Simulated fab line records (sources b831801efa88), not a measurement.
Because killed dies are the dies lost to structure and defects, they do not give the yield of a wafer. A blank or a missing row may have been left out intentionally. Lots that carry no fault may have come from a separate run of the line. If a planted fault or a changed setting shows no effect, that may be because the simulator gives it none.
fab line records    flow sky130
record lots=14  wafers=42  last_day=49
route steps=708 shown PWDE@52 VT_ADJUST_LVTN@104 VT_ADJUST_NCORE@130 SONOS_ONO@172
lots that met no fault: taken from a fault-free run of the same line
start_h: hours from the record's first day to the start of the lot's first wafer shown    wait_h: how many hours have passed since the lot's step before this one    " identical to the entry in the row above    L1.1+2: a row that stands for several wafers    - no value, or no start was given    * or withheld: withheld    < > ~ a bound
route shown NAME@n: names a module that has steps shown in the file, with the first one's number in the route    usual: mean/standard deviation of fault-free wafers    same: alike in all rows    chamber/n: place in a boat    sites: the reading at each site    _std_site: their standard deviation    _edge_site: the outer-site mean with the inner-site mean subtracted    radius_mm: how far each site lies from the wafer's centre    mask NAME#n: copy n    behind: the most recent tool/chamber to have shaped the wafer    hold: why the lot was held/for how many hours/how that ended    device: names the non-switching transistor (n, p or np)    end of line: the route-end tests of the same wafers    for a step that has no rows: nothing shown but its recipe    killed: at the first sort, the dies lost to defects and structure; wafer yield is something else    map: shows each die of a wafer: x if killed, . if not, _ if none is there
set.NAME: the setting as run; set.NAME@STEP: as run at that earlier step    model.NAME: the simulator's own value behind a step, which no gauge read
the route's steps for a sample of lots (tables are steps, rows are wafers)
services: the hour from which a tool's chamber was out of use, counted from the record's first day as start_h (under 0 if before that day), plus the number of hours and why
## steps
# step SKY_PWDE_OVL_MEAS_07
# usual PWDE_OVL=0.9/1.3
lot.wafer  tool        chamber  start_h  wait_h  PWDE_OVL[nm]
L217.1     overlay-01  -        64.83    -       -0.1
L217.4     "           -        "        "       -0.8
L217.6     "           -        "        "       -2.3
L218.1     overlay-01  -        69.53    -       0.9
L218.3     "           -        "        "       -0.1
L218.5     "           -        "        "       -0.2
L219.1     overlay-01  -        74.24    -       -1.5
L219.2     "           -        "        "       -1.7
L219.4     "           -        "        "       -0.7
L221.4     overlay-01  -        89.69    -       1.9
L221.5     "           -        "        "       -0.1
L221.6     "           -        "        "       1.6
L222.1     overlay-01  -        94.59    -       0.0
L222.2     "           -        "        "       1.3
L222.6     "           -        "        "       0.6
L223.3     overlay-02  -        100.59   -       2.3
L223.4     "           -        "        "       2.3
L223.5     "           -        "        "       2.4
L224.1     overlay-02  -        107.28   -       -0.3
L224.3     "           -        "        "       2.4
L224.5     "           -        "        "       0.3
L226.1     overlay-02  -        128.79   -       0.3
L226.2     "           -        "        "       0.7
L226.4     "           -        "        "       1.3
L227.1     overlay-02  -        131.98   -       -0.5
L227.2     "           -        "        "       0.0
L227.4     "           -        "        "       1.8
L228.1     overlay-02  -        132.88   -       0.2
L228.2     "           -        "        "       0.8
L228.3     "           -        "        "       0.1
L229.2     overlay-02  -        138.48   -       0.1
L229.4     "           -        "        "       0.0
L229.6     "           -        "        "       1.2
L234.3     overlay-02  -        165.49   -       2.4
L234.5     "           -        "        "       -1.0
L234.6     "           -        "        "       2.4
L235.1     overlay-02  -        169.94   -       0.2
L235.3     "           -        "        "       0.8
L235.6     "           -        "        "       2.6
L236.1     overlay-01  -        174.23   -       1.3
L236.4     "           -        "        "       2.1
L236.5     "           -        "        "       1.9
# step SKY_VT_ADJUST_LVTN_OVL_MEAS_07
# usual VT_ADJUST_LVTN_OVL=-0.4/1.3
lot.wafer  tool        chamber  start_h  wait_h  VT_ADJUST_LVTN_OVL[nm]
L217.1     overlay-01  -        133.58   -       -1.8
L217.4     "           -        "        "       -0.6
L217.6     "           -        "        "       -3.3
L218.1     overlay-01  -        141.68   -       0.0
L218.3     "           -        "        "       -1.1
L218.5     "           -        "        "       -0.5
L219.1     overlay-01  -        148.93   -       0.9
L219.2     "           -        "        "       0.8
L219.4     "           -        "        "       -0.5
L221.4     overlay-01  -        165.49   -       -1.3
L221.5     "           -        "        "       -1.4
L221.6     "           -        "        "       -0.8
L222.1     overlay-02  -        172.37   -       1.9
L222.2     "           -        "        "       2.3
L222.6     "           -        "        "       -0.2
L223.3     overlay-02  -        182.49   -       -1.9
L223.4     "           -        "        "       -2.6
L223.5     "           -        "        "       -2.7
L224.1     overlay-01  -        186.83   -       -0.3
L224.3     "           -        "        "       2.4
L224.5     "           -        "        "       0.2
L226.1     overlay-01  -        212.63   -       -1.3
L226.2     "           -        "        "       0.3
L226.4     "           -        "        "       -1.6
L227.1     overlay-02  -        217.04   -       1.0
L227.2     "           -        "        "       -0.4
L227.4     "           -        "        "       0.3
L228.1     overlay-01  -        217.68   -       -0.6
L228.2     "           -        "        "       -0.6
L228.3     "           -        "        "       -0.4
L229.2     overlay-01  -        227.23   -       -0.1
L229.4     "           -        "        "       1.1
L229.6     "           -        "        "       0.0
L234.3     overlay-01  -        255.98   -       3.1
L234.5     "           -        "        "       1.8
L234.6     "           -        "        "       2.7
L235.1     overlay-01  -        262.82   -       0.4
L235.3     "           -        "        "       0.0
L235.6     "           -        "        "       1.7
L236.1     overlay-01  -        266.57   -       0.3
L236.4     "           -        "        "       -3.2
L236.5     "           -        "        "       0.1
# step SKY_VT_ADJUST_NCORE_TW_MEAS_11
# usual VT_ADJUST_NCORE_TW=216.8/1.7
lot.wafer  tool           chamber  start_h  wait_h  VT_ADJUST_NCORE_TW
L217.1     film_metro-03  -        174.64   0.1     217.0
L217.4     "              -        "        "       216.7
L217.6     "              -        "        "       217.1
L218.1     film_metro-01  -        183.18   0.1     215.1
L218.3     "              -        "        "       214.1
L218.5     "              -        "        "       214.8
L219.1     film_metro-01  -        191.14   0.1     214.1
L219.2     "              -        "        "       214.8
L219.4     "              -        "        "       215.3
L221.4     film_metro-01  -        208.12   0.1     214.1
L221.5     "              -        "        "       214.5
L221.6     "              -        "        "       216.0
L222.1     film_metro-03  -        216.93   0.1     218.3
L222.2     "              -        "        "       216.8
L222.6     "              -        "        "       216.8
L223.3     film_metro-01  -        229.61   0.1     213.7
L223.4     "              -        "        "       216.4
L223.5     "              -        "        "       214.5
L224.1     film_metro-03  -        233.64   0.1     215.6
L224.3     "              -        "        "       215.9
L224.5     "              -        "        "       215.4
L226.1     film_metro-03  -        259.73   0.1     216.1
L226.2     "              -        "        "       214.9
L226.4     "              -        "        "       217.3
L227.1     film_metro-03  -        264.69   0.1     217.0
L227.2     "              -        "        "       217.1
L227.4     "              -        "        "       218.0
L228.1     film_metro-01  -        265.29   0.1     215.0
L228.2     "              -        "        "       215.5
L228.3     "              -        "        "       216.1
L229.2     film_metro-03  -        274.85   0.1     218.4
L229.4     "              -        "        "       217.2
L229.6     "              -        "        "       217.7
L234.3     film_metro-03  -        307.35   0.1     214.7
L234.5     "              -        "        "       215.8
L234.6     "              -        "        "       214.3
L235.1     film_metro-02  -        314.44   0.1     217.5
L235.3     "              -        "        "       216.8
L235.6     "              -        "        "       217.2
L236.1     film_metro-02  -        318.69   0.1     217.7
L236.4     "              -        "        "       216.6
L236.5     "              -        "        "       216.3
# step SKY_SONOS_ONO_CVD_04
# recipe material=SiO2  precursor=SiH4/N2O  target_thk_nm=5.7199  temp_c=900  pressure_mtorr=400
# usual spike_tc_upper_C=898.9/1.2
lot.wafer  tool      chamber  start_h  wait_h  spike_tc_upper_C
L217.1     lpcvd-03  1        246.42   0.1     899.0
L217.4     "         1        "        "       899.8
L217.6     "         1        "        "       901.9
L218.1     lpcvd-03  0        256.93   0.1     896.6
L218.3     "         0        "        "       896.8
L218.5     "         0        "        "       897.2
L219.1     lpcvd-03  1        265.89   0.1     899.2
L219.2     "         1        "        "       899.9
L219.4     "         1        "        "       900.7
L221.4     lpcvd-03  0        282.93   0.0     897.6
L221.5     "         0        "        "       898.2
L221.6     "         0        "        "       898.7
L222.1     lpcvd-03  1        292.53   0.1     898.3
L222.2     "         1        "        "       898.5
L222.6     "         1        "        "       902.5
L223.3     lpcvd-03  0        307.27   0.0     898.9
L223.4     "         0        "        "       897.2
L223.5     "         0        "        "       898.7
L224.1     lpcvd-03  1        310.30   0.1     900.3
L224.3     "         1        "        "       900.6
L224.5     "         1        "        "       900.3
L226.1     lpcvd-03  1        341.22   0.1     900.7
L226.2     "         1        "        "       899.4
L226.4     "         1        "        "       900.4
L227.1     lpcvd-03  0        346.70   0.1     897.3
L227.2     "         0        "        "       898.3
L227.4     "         0        "        "       898.9
L228.1     lpcvd-03  0        350.03   0.1     898.0
L228.2     "         0        "        "       897.2
L228.3     "         0        "        "       899.1
L229.2     lpcvd-03  0        360.29   0.0     897.3
L229.4     "         0        "        "       896.6
L229.6     "         0        "        "       898.0
L234.3     lpcvd-03  0        398.32   0.0     899.4
L234.5     "         0        "        "       898.5
L234.6     "         0        "        "       899.0
L235.1     lpcvd-03  1        404.59   0.1     897.5
L235.3     "         1        "        "       899.2
L235.6     "         1        "        "       899.2
L236.1     lpcvd-03  1        408.05   0.1     900.9
L236.4     "         1        "        "       898.7
L236.5     "         1        "        "       900.4
# step SKY_SONOS_ONO_THK_MEAS_05
# recipe reads=SiO2_of_SONOS_ONO_CVD_04
# usual SONOS_ONO_CVD_04_THK=5.75/0.13
lot.wafer  tool           chamber  start_h  wait_h  SONOS_ONO_CVD_04_THK[nm]
L217.1     film_metro-03  -        247.67   0.0     5.54
L217.4     "              -        "        "       5.70
L217.6     "              -        "        "       5.67
L218.1     film_metro-02  -        258.18   0.0     5.56
L218.3     "              -        "        "       5.43
L218.5     "              -        "        "       5.55
L219.1     film_metro-01  -        267.14   0.0     5.59
L219.2     "              -        "        "       5.63
L219.4     "              -        "        "       5.74
L221.4     film_metro-02  -        284.21   0.0     5.69
L221.5     "              -        "        "       5.75
L221.6     "              -        "        "       5.64
L222.1     film_metro-01  -        293.78   0.0     5.85
L222.2     "              -        "        "       5.68
L222.6     "              -        "        "       5.86
L223.3     film_metro-02  -        308.54   0.0     5.69
L223.4     "              -        "        "       5.74
L223.5     "              -        "        "       5.77
L224.1     film_metro-03  -        312.18   0.0     5.72
L224.3     "              -        "        "       5.69
L224.5     "              -        "        "       5.70
L226.1     film_metro-03  -        342.47   0.0     5.70
L226.2     "              -        "        "       5.70
L226.4     "              -        "        "       5.70
L227.1     film_metro-02  -        347.95   0.0     5.89
L227.2     "              -        "        "       5.80
L227.4     "              -        "        "       5.91
L228.1     film_metro-03  -        351.28   0.0     5.80
L228.2     "              -        "        "       5.72
L228.3     "              -        "        "       5.63
L229.2     film_metro-02  -        363.11   0.0     5.66
L229.4     "              -        "        "       5.84
L229.6     "              -        "        "       5.80
L234.3     film_metro-02  -        399.59   0.0     7.18
L234.5     "              -        "        "       7.28
L234.6     "              -        "        "       7.19
L235.1     film_metro-03  -        405.84   0.0     6.86
L235.3     "              -        "        "       6.90
L235.6     "              -        "        "       6.98
L236.1     film_metro-03  -        409.30   0.0     6.93
L236.4     "              -        "        "       6.94
L236.5     "              -        "        "       6.96
## services
tool      chamber  start_h  hours  kind
lpcvd-03  -        399.57   2.8    pm
## key
first_sign step=SKY_SONOS_ONO_THK_MEAS_05  reading=SONOS_ONO_CVD_04_THK  direction=up  sigmas=9.5  usual=5.75  struck=7.02
effect none on later readings
met_at SKY_SONOS_ONO_CVD_04
struck_lots L234,L235,L236
tester_left_out L234,L235,L236
not_acting_at SKY_PWDE_OVL_MEAS_07,SKY_VT_ADJUST_LVTN_OVL_MEAS_07,SKY_VT_ADJUST_NCORE_TW_MEAS_11
onset_between 360.29 398.32
also_fits time
fault kind=process_parameter_drift  tool=lpcvd-03  chamber=-  onset_h=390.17  steps=SKY_SONOS_ONO_CVD_04  channel=target_thk_nm  offset=1.1851  shape=step  end_h=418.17  stated=5.7199
# tester_left_out: of these lots the tester's yield and bins aren't shown, on N5 and GAA mostly nor the transistor test; their killed dies are dies lost to structure and defects alone, not to doping, threshold or leakage, so they don't give the yield
